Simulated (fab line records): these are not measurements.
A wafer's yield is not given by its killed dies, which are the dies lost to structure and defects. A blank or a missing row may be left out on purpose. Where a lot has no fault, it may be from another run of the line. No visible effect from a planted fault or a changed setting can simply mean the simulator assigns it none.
fab line records | flow sfq_line
record: lots: 7 wafers: 18 last_day: 83
route steps=325 shown C5@250 M6@251
lots that met no fault: taken from a fault-free run of the same line
start_h: hours from the record's opening day to when the first of the lot's shown wafers began | wait_h: time in hours since the lot's previous step | " unchanged from the row above | L1.1+2: one row covering several wafers at once | - value missing, or start not given | * or withheld: withheld | < > ~ a bound
route shown NAME@n: a module of which the file shows steps, and the number in the route of the first | usual: mean and standard deviation over wafers with no fault | same: alike in all rows | chamber/n: place in a boat | sites: the reading at each site | _std_site: standard deviation of those values | _edge_site: the outer-site mean with the inner-site mean subtracted | radius_mm: how far each site lies from the wafer's centre | mask NAME#n: copy n | behind: the most recent tool/chamber to have shaped the wafer | hold: why the lot went on hold/how many hours it stayed there/how the hold came to an end | device: the n, p or np transistor that did not switch | end of line: the tests these same wafers got at the end of their route | for a step that has no rows: nothing shown but its recipe | killed: count of dies lost to structure and defects at first sort (not the wafer's yield) | map: per-die view of a wafer (x killed, . not killed, _ where there is no die)
set.NAME: the setting that was run; set.NAME@STEP: the one run at that earlier step | model.NAME: the simulator's own value behind a step, which no gauge read
lots seen at some steps along the route; tables by step, rows by wafer
services: the hour from which a tool's chamber was out of use, counted from the record's first day as start_h (under 0 if before that day), plus the number of hours and why
== steps ==
step: SFQ_TRILAYER_C5_STRIP_SOLV_CLEAN_156
recipe: chemistry: NMP temp_c: 70 time_s: 600
step: SFQ_TRILAYER_M6_DEP_PRE_CLEAN_158
recipe: gas: Ar time_s: 22.5 bias_v: 250
step: SFQ_TRILAYER_M6_DEP_SPUTTER_157
recipe: material: Nb base_pressure_pa: 1.33e-06 chamber_pressure_pa: 0.1333 substrate_temp_c: 20 target_thk_nm: 200 power_w: 2000 time_s: 133.3
usual: throttle_valve_pct: 30.0/1.1
columns lot.wafer tool chamber start_h wait_h throttle_valve_pct
L601.1 pvd_sputter-04 - 1385.70 0.0 28.9
L601.3 " - " " 29.2
L601.4 " - " " 30.2
L605.2 pvd_sputter-03 - 1399.15 0.0 30.5
L605.3 " - " " 29.2
L605.5 " - " " 29.1
L611.2 pvd_sputter-04 - 1647.65 0.0 30.6
L611.4 " - " " 28.9
L611.6 " - " " 29.9
L618.5 pvd_sputter-05 - 1694.16 0.0 31.2
L618.6 " - " " 31.5
L619.2 pvd_sputter-05 - 1701.27 0.0 31.3
L619.3 " - " " 30.0
L623.3 pvd_sputter-04 - 1710.87 0.0 30.2
L623.5 " - " " 30.0
L624.1 pvd_sputter-03 - 1712.07 0.0 30.4
L624.2 " - " " 29.2
L624.3 " - " " 31.6
step: SFQ_M6_RS_MEAS_938
recipe: thk_meas_gauge: four-point-probe reads: Nb_of_TRILAYER_M6_DEP_SPUTTER_157
usual: M6_NB_RS: 0.887/0.008
columns lot.wafer tool chamber start_h wait_h M6_NB_RS[ohm/sq]
L601.1 film_metro-03 - 1385.79 0.0 0.886
L601.3 " - " " 0.880
L601.4 " - " " 0.884
L605.2 film_metro-04 - 1399.26 0.1 0.878
L605.3 " - " " 0.879
L605.5 " - " " 0.879
L611.2 film_metro-03 - 1647.76 0.1 0.883
L611.4 " - " " 0.877
L611.6 " - " " 0.877
L618.5 film_metro-04 - 1694.29 0.1 0.886
L618.6 " - " " 0.887
L619.2 film_metro-04 - 1701.39 0.1 0.890
L619.3 " - " " 0.882
L623.3 film_metro-04 - 1711.01 0.1 0.883
L623.5 " - " " 0.872
L624.1 film_metro-03 - 1712.17 0.0 0.889
L624.2 " - " " 0.881
L624.3 " - " " 0.881
step: SFQ_TRILAYER_M6_LITHO_COAT_164
recipe: resist: BARC spin_rpm: 3000 resist_thk_nm: 62
step: SFQ_TRILAYER_M6_LITHO_COAT_159
recipe: resist: KrF spin_rpm: 3000 resist_thk_nm: 600
step: SFQ_TRILAYER_M6_LITHO_SOFTBAKE_163
recipe: temp_c: withheld time_s: withheld resist: KrF
step: SFQ_TRILAYER_M6_LITHO_EXPOSE_160
recipe: mask_id: M6 na: 0.6 source_shape: conventional sigma_outer: 0.65 target_cd_nm: 500 dose_mj: 14.4
step: SFQ_TRILAYER_M6_LITHO_PEB_162
recipe: peb_temp_c: 115 peb_time_s: 60 resist: KrF
step: SFQ_TRILAYER_M6_LITHO_DEVELOP_161
recipe: time_s: 60 resist: KrF
step: SFQ_M6_OVL_MEAS_940
usual: M6_OVL: 2/4.5
columns lot.wafer tool chamber start_h wait_h M6_OVL[nm]
L601.1 overlay-02 - 1497.37 0.1 5
L601.3 " - " " 5
L601.4 " - " " 7
L605.2 overlay-01 - 1514.18 0.1 1
L605.3 " - " " 1
L605.5 " - " " -2
L611.2 overlay-02 - 1729.88 0.1 1
L611.4 " - " " 9
L611.6 " - " " -3
L618.5 overlay-02 - 1776.56 0.0 6
L618.6 " - " " 7
L619.2 overlay-01 - 1785.04 0.1 3
L619.3 " - " " 2
L623.3 overlay-02 - 1796.60 0.1 4
L623.5 " - " " -2
L624.1 overlay-02 - 1797.79 0.1 12
L624.2 " - " " 5
L624.3 " - " " 10
step: SFQ_TRILAYER_M6_BARC_OPEN_METAL_ETCH_206
recipe: mask_material: PR chemistry: O2 target_depth_nm: 125 target: BARC icp_w: 600 bias_w: 80 pressure_mtorr: 10 time_s: 41.7
usual: drypump_motor_current_A: 5.8/0.49 he_backside_leak_sccm: 3.53/0.24 oes_product_au: 0.685/0.0047
columns lot.wafer tool chamber start_h wait_h drypump_motor_current_A he_backside_leak_sccm oes_product_au rf_hours_counter_h model.KrF_of_TRILAYER_M6_LITHO_COAT_159.thk_nm
L601.1 rie_metal-01 1 1497.41 0.0 5.7 3.64 0.681 62 523.8
L601.3 " 1 " " 5.7 3.62 0.691 - 525.1
L601.4 " 0 " " 5.3 3.35 0.684 - 526.8
L605.2 rie_metal-02 0 1514.23 0.0 6.6 3.44 0.686 - 521.8
L605.3 " 0 " " 6.6 3.44 0.684 - 523.8
L605.5 " 0 " " 6.6 3.53 0.678 - 525.2
L611.2 rie_metal-01 1 1729.91 0.0 5.6 3.51 0.675 97 525.9
L611.4 " 0 " " 5.3 3.41 0.681 - 525.8
L611.6 " 0 " " 5.3 3.33 0.693 - 525.8
L618.5 rie_metal-02 0 1776.61 0.0 6.6 3.29 0.692 - 526
L618.6 " 1 " " 5.9 3.91 0.680 - 533.8
L619.2 rie_metal-02 0 1785.07 0.0 6.6 3.42 0.685 38 526.3
L619.3 " 1 " " 5.9 3.74 0.681 - 534.5
L623.3 rie_metal-02 1 1796.64 0.0 6.0 3.93 0.690 - 529.7
L623.5 " 1 " " 6.0 3.82 0.685 - 522.6
L624.1 rie_metal-04 0 1797.82 0.0 6.2 3.46 0.687 78 523.6
L624.2 " 1 " " 5.3 3.41 0.682 94 523.1
L624.3 " 0 " " 6.2 3.44 0.682 - 524.2
step: SFQ_TRILAYER_M6_ETCH_METAL_ETCH_162
recipe: target: Nb stop_on: SiO2 mask_material: PR chemistry: Cl2/Ar target_depth_nm: 240 icp_w: 600 bias_w: 80 pressure_mtorr: 10 time_s: 120
usual: drypump_motor_current_A: 5.8/0.49 he_backside_leak_sccm: 3.48/0.21 oes_product_au: 0.895/0.0064
columns lot.wafer tool chamber start_h wait_h drypump_motor_current_A he_backside_leak_sccm oes_product_au rf_hours_counter_h model.KrF_of_TRILAYER_M6_LITHO_COAT_159.thk_nm
L601.1 rie_metal-01 1 1497.47 0.0 5.6 3.57 0.891 62 384
L601.3 " 1 " " 5.7 3.54 0.905 - 385.7
L601.4 " 0 " " 5.3 3.15 0.898 - 387
L605.2 rie_metal-02 0 1514.37 0.1 6.6 3.40 0.901 - 381.5
L605.3 " 0 " " 6.6 3.15 0.906 - 384.5
L605.5 " 0 " " 6.6 3.40 0.903 - 385.3
L611.2 rie_metal-01 1 1729.97 0.0 5.7 3.47 0.897 97 384.9
L611.4 " 0 " " 5.3 3.09 0.905 - 385.6
L611.6 " 0 " " 5.3 3.47 0.903 - 385.9
L618.5 rie_metal-02 0 1776.71 0.1 6.6 3.29 0.897 - 386.5
L618.6 " 1 " " 6.0 3.76 0.902 - 395.3
L619.2 rie_metal-02 0 1785.13 0.0 6.6 3.22 0.894 38 386.9
L619.3 " 1 " " 6.0 3.78 0.900 - 396.1
L623.3 rie_metal-02 1 1796.72 0.1 6.0 3.84 0.901 - 389.9
L623.5 " 1 " " 6.0 4.06 0.903 - 382.9
L624.1 rie_metal-04 0 1797.88 0.0 6.2 3.14 0.909 78 383.1
L624.2 " 1 " " 5.3 3.43 0.894 94 379.3
L624.3 " 0 " " 6.2 3.33 0.904 - 383
step: SFQ_TRILAYER_M6_STRIP_STRIP_163
recipe: gas: O2 power_w: 200 platen_temp_c: 40 overash_fraction: 0.65 chemistry: O2 pressure_mtorr: 50
usual: drypump_motor_current_A: 5.8/0.48 he_backside_leak_sccm: 3.6/0.38 oes_product_au: 0.995/0.0089
columns lot.wafer tool chamber start_h wait_h drypump_motor_current_A he_backside_leak_sccm oes_product_au rf_hours_counter_h
L601.1 rie_metal-01 1 1497.59 0.1 5.7 3.8 1.001 62
L601.3 " 1 " " 5.7 3.6 0.995 -
L601.4 " 0 " " 5.3 3.5 0.994 -
L605.2 rie_metal-02 0 1514.78 0.4 6.6 3.3 0.992 -
L605.3 " 0 " " 6.6 3.4 0.993 -
L605.5 " 0 " " 6.6 3.6 1.003 -
L611.2 rie_metal-01 1 1730.09 0.1 5.7 3.8 0.985 97
L611.4 " 0 " " 5.3 3.3 1.002 -
L611.6 " 0 " " 5.3 3.1 1.000 -
L618.5 rie_metal-02 0 1777.16 0.4 6.6 3.2 0.995 -
L618.6 " 1 " " 5.9 3.9 0.989 -
L619.2 rie_metal-02 0 1785.26 0.1 6.6 3.3 0.999 38
L619.3 " 1 " " 6.0 3.6 0.986 -
L623.3 rie_metal-02 1 1797.01 0.2 6.0 3.7 0.984 -
L623.5 " 1 " " 6.0 3.9 0.978 -
L624.1 rie_metal-04 0 1798.01 0.1 6.2 3.7 0.988 78
L624.2 " 1 " " 5.3 3.7 1.001 94
L624.3 " 0 " " 6.2 3.7 0.993 -
== services ==
columns tool chamber start_h hours kind
pvd_sputter-03 - 1372.59 2.6 repair
pvd_sputter-05 - 1372.84 4.2 repair
rie_metal-02 0 1378.67 22.1 repair
rie_metal-01 0 1393.27 5.6 repair
rie_metal-04 - 1393.39 1.0 repair
rie_metal-01 - 1425.43 22.6 repair
pvd_sputter-05 - 1428.47 5.2 repair
pvd_sputter-04 - 1428.72 2.2 repair
rie_metal-04 0 1458.27 24.1 repair
rie_metal-01 - 1459.42 0.2 repair
pvd_sputter-03 - 1474.18 1.0 repair
pvd_sputter-05 - 1495.86 4.8 repair
rie_metal-02 1 1505.48 28.5 repair
pvd_sputter-04 - 1512.76 4.8 repair
pvd_sputter-05 - 1523.46 9.7 repair
rie_metal-02 0 1542.74 - clean
rie_metal-04 0 1544.99 12.3 repair
pvd_sputter-04 - 1576.43 3.3 repair
rie_metal-02 - 1581.38 0.1 repair
rie_metal-04 - 1610.41 2.8 pm
pvd_sputter-05 - 1673.28 7.2 repair
rie_metal-02 1 1685.65 4.7 repair
pvd_sputter-05 - 1711.11 3.2 repair
rie_metal-04 - 1761.46 1.6 repair
== key ==
first_sign none at tools or gauges
model_effect: step: SFQ_TRILAYER_M6_BARC_OPEN_METAL_ETCH_206 value: KrF_of_TRILAYER_M6_LITHO_COAT_159.thk_nm without: 524.1 struck: 532.7
model_effect: step: SFQ_TRILAYER_M6_ETCH_METAL_ETCH_162 value: KrF_of_TRILAYER_M6_LITHO_COAT_159.thk_nm without: 385.2 struck: 393.8
met_at SFQ_TRILAYER_M6_BARC_OPEN_METAL_ETCH_206
struck_wafers L618.6,L619.3,L623.3
onset_between 1514.23 1776.61
fault: kind: process_parameter_drift tool: rie_metal-02 chamber: - onset_h: 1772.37 steps: SFQ_TRILAYER_M6_BARC_OPEN_METAL_ETCH_206 channel: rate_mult offset: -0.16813 shape: step end_h: 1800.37 scope: struck_wafers_only
